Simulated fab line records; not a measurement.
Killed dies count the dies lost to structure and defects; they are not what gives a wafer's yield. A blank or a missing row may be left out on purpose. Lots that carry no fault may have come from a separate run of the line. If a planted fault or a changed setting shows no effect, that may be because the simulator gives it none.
Chamber matching || flow sfq line || 4 sister chambers for SFQ_TRILAYER_L0_VIA_ETCH_VIA_ETCH_016 on rie diel-04
The step etches SiO2 in CHF3, stops on MoNx KI, target depth 80 nm. 4 wafers are shown with their chamber, then 7 later ones without.

## WAFERS PAIRED WITH THEIR CHAMBERS
{"wafer": "L387.1", "chamber": 0, "drypump motor current A (A)": 5.71}
{"wafer": "L387.5", "chamber": 2, "drypump motor current A (A)": 5.74}
{"wafer": "L400.1", "chamber": 1, "drypump motor current A (A)": 5.33}
{"wafer": "L400.5", "chamber": 3, "drypump motor current A (A)": 5.81}

## WAFERS WITH NO CHAMBER GIVEN
{"wafer": "L400.6", "drypump motor current A (A)": 5.79}
{"wafer": "L402.2", "drypump motor current A (A)": 5.78}
{"wafer": "L402.3", "drypump motor current A (A)": 5.72}
{"wafer": "L402.5", "drypump motor current A (A)": 5.79}
{"wafer": "L403.1", "drypump motor current A (A)": 5.79}
{"wafer": "L403.4", "drypump motor current A (A)": 5.34}
{"wafer": "L403.5", "drypump motor current A (A)": 5.71}

## THE CHAMBER EACH PASSED THROUGH
{"wafer": "L400.6", "from the rows above": "can't be placed: 3 or 2", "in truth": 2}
{"wafer": "L402.2", "from the rows above": "can't be placed: 3 or 2", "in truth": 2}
{"wafer": "L402.3", "from the rows above": "can't be placed: 0 or 2", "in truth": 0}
{"wafer": "L402.5", "from the rows above": "can't be placed: 3 or 2", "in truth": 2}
{"wafer": "L403.1", "from the rows above": "can't be placed: 3 or 2", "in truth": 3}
{"wafer": "L403.4", "from the rows above": 1, "in truth": 1}
{"wafer": "L403.5", "from the rows above": "can't be placed: 0 or 2", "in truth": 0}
1 of 7 placed correctly. From these rows, 6 cannot be placed; in 6 the true chamber is one of the candidates. Number placed wrongly: 0.
How it was worked out, from the rows above alone: a wafer's distance from a chamber is the root of the sum, over the readings, of the square of ((its reading less the chamber's mean) divided by the reading's scatter). If the next closest chamber is less than 2 further off than the closest, the wafer can't be placed; otherwise it belongs to the closest. A chamber's mean is the mean of its shown wafers. The scatter: with one shown wafer a chamber, the root of the mean of the squares of how far each hidden wafer lies from its nearest shown one.
